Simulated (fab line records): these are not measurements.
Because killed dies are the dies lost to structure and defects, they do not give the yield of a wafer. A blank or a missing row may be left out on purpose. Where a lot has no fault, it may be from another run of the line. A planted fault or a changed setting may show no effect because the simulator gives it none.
The tool behind it: which one? + flow gf180mcu + 7 lots, 21 wafers sampled, at 1 step of a route of 602

WHAT THE GAUGES SHOWED, per wafer
GF_M4_THK_MEAS_06: measures by xrf.
| lot  | measured     | on            | M4_ALCU_THK (nm) |
|------|--------------|---------------|------------------|
| L579 | day 23 11:25 | film-metro-03 | 453 451 453      |
| L581 | day 24 04:23 | film-metro-03 | 450 451 447      |
| L584 | day 25 10:14 | film-metro-02 | 445 444 447      |
| L587 | day 26 06:27 | film-metro-01 | 450 452 459      |
| L589 | day 26 20:23 | film-metro-02 | 446 441 446      |
| L598 | day 29 13:47 | film-metro-01 | 436 440 438      |
| L600 | day 30 01:29 | film-metro-03 | 451 446 449      |

WHAT TOOL EACH LOT RAN ON (gives the tool, then ch and the chambers of the sampled wafers, and finally the start)
Before these readings, the record contains no process step.

THE ANSWER, worked out from the rows above alone
Rule: what is usual is taken from the lots themselves. The widest of any qualifying gaps counts: lots, ordered by their means at a reading, are off when they make up no more than a third of the lots, leave a main group of 4 or more, and stand apart from it by 3 or more times the standard deviation of that group's means. A main group whose means are all the same, to the digits that the tables above print for the reading, isn't used. Also off: a lot with no number at a reading for which 4 or more lots have one. The other lots that the step has rows for count as sound.
None of the lots is off at any reading shown; this tells nothing.

WHAT HAD BEEN PUT IN BY THE SIMULATOR
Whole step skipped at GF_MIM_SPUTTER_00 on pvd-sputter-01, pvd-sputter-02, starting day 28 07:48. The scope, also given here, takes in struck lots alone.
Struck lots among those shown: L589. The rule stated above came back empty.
